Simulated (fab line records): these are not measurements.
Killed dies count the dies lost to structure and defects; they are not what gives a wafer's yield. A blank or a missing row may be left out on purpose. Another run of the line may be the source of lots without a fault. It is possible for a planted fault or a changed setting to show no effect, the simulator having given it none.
The same fault as seen by 2 desks | flow gf180mcu | only its own numbers are on each desk; what lay behind them is given at the end

THE METROLOGY DESK
Means of the sampled wafers that have a number, per lot and without regard to the tool the lot ran on: this is what the gauges read. If a lot's mean is further than 4 standard deviations from the usual mean, the lot is out of limits and carries the mark OUT (the distance appears in the brackets).
Columns: A = V2_W_RS at GF_V2_RS_MEAS_24, usual 0.329 ohm/sq; B = MIM_CVD_05_THK at GF_MIM_THK_MEAS_06, usual 42.0 nm
lot  | first seen here | A     | B
L245 | day 20 15:58    | 0.332 | 42.2
L247 | day 21 07:22    | 0.329 | 42.1
L248 | day 22 02:19    | 0.325 | 41.3
L249 | day 22 02:56    | 0.327 | 42.1
L250 | day 22 13:40    | 0.329 | 41.8
L252 | day 23 06:42    | 0.329 | 41.0
L259 | day 26 04:01    | 0.327 | 42.1
L260 | day 26 06:23    | 0.326 | 41.9
L261 | day 26 19:58    | 0.332 | 42.3
L262 | day 26 20:25    | 0.329 | 41.7
L263 | day 27 09:38    | 0.332 | 41.4
L264 | day 27 11:59    | 0.329 | 41.2
L267 | day 28 08:20    | 0.332 | 41.8
Result from this desk: across the 13 lots, nothing is out of limits.

THE TOOL OWNER'S DESK: cmp-02
The tool's own readings at GF_V4_CMP_04 (polishes SiO2): means of the sampled wafers that have a number, for each lot that ran on this tool. If a lot's mean is further than 4 standard deviations from the usual mean, the lot is out of limits and carries the mark OUT (the distance appears in the brackets).
Columns: A = motor_current_A at GF_V4_CMP_04, usual 12.4 A; B = platen_rpm at GF_V4_CMP_04, usual 59.99 rpm; C = time_to_endpoint_s at GF_V4_CMP_04, usual 78 s
lot  | first seen here | A    | B     | C
L245 | day 23 18:19    | 12.0 | 59.94 | 75
L247 | day 24 09:43    | 14.0 | 60.02 | 79
L249 | day 25 02:22    | 13.1 | 59.99 | 73
L250 | day 25 11:54    | 12.1 | 59.99 | 49 (-4.8) OUT
L252 | day 26 05:13    | 14.9 | 59.98 | 35 (-7.2) OUT
L259 | day 28 21:32    | 13.3 | 60.02 | 79
L260 | day 28 23:50    | 13.2 | 59.99 | 76
L261 | day 29 11:07    | 13.1 | 59.97 | 84
L262 | day 29 13:35    | 13.3 | 60.00 | 76
L264 | day 30 02:01    | 11.7 | 59.97 | 90
L267 | day 30 20:07    | 12.0 | 59.97 | 75
Finding of this desk: L250, L252 out of limits; the first was L250 at day 25 11:54, on time_to_endpoint_s at GF_V4_CMP_04. In limits: L245, L247, L249, L259, L260, L261, L262, L264, L267.

TAKEN TOGETHER
The tool owner's desk had the chance to raise an alarm at day 25 11:54 on L250, L252.
The metrology desk saw nothing out of limits.
The metrology desk has L250, L252 on record, within its limits.
Every lot named ran GF_V4_CMP_04 on cmp-02.

WHAT WAS PUT IN BY THE SIMULATOR
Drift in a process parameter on cmp-02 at GF_V4_CMP_04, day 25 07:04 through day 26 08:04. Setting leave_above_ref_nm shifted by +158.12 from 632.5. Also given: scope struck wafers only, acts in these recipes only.
Shown lots that were struck: L250, L252.
Hours from the fault's start to each desk's first reading out of limits: the tool owner's desk, 5.
